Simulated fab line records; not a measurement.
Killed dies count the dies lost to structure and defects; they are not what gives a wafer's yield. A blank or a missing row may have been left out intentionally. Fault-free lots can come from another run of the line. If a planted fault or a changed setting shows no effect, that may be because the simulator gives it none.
2 desks, one fault	flow gf180mcu	every desk sees just its own numbers, and what lay behind them comes last

== AT THE METROLOGY DESK ==
Lot by lot, what the gauges showed, no matter which tool ran the lot: averages of those sampled wafers that carry a number. A lot is out of limits, marked OUT, if its mean lies more than 4 standard deviations from the usual mean; the brackets give that distance.
Columns: A = V1_OVL at GF_V1_OVL_MEAS_15, usual 4 nm; B = V1_W_RS at GF_V1_RS_MEAS_24, usual 0.328 ohm/sq; C = V1_W_THK at GF_V1_THK_MEAS_25, usual 344 nm
lot	first seen here	A	B	C
L742	day 18 01:42	4	0.327	341
L753	day 22 10:23	10	0.329	342
L755	day 23 02:58	-0	0.331	339
L764	day 26 02:00	9	0.321	355
L765	day 26 13:13	2	0.319	352
This desk's verdict: no lot among the 5 shows anything out of limits.

== DESK OF THE TOOL OWNER: pvdSputter-01 ==
The tool's own readings at GF_M2_SPUTTER_00 (material Ti, target thk 37.5 nm, time 150 s): means of the sampled wafers that have a number, for each lot that ran on this tool. A lot is out of limits, marked OUT, if its mean lies more than 4 standard deviations from the usual mean; the brackets give that distance.
Columns: A = throttleValvePct at GF_M2_SPUTTER_00, usual 29.9 %
lot	first seen here	A
L753	day 22 11:47	29.9
L764	day 26 03:23	29.6
L765	day 26 14:43	29.7
This desk's verdict: no lot among the 3 shows anything out of limits.

== TAKEN TOGETHER ==
Nothing out of limits was seen by the metrology desk.
The desk of the tool owner found nothing out of limits.

== WHAT THE SIMULATOR HAD PUT IN ==
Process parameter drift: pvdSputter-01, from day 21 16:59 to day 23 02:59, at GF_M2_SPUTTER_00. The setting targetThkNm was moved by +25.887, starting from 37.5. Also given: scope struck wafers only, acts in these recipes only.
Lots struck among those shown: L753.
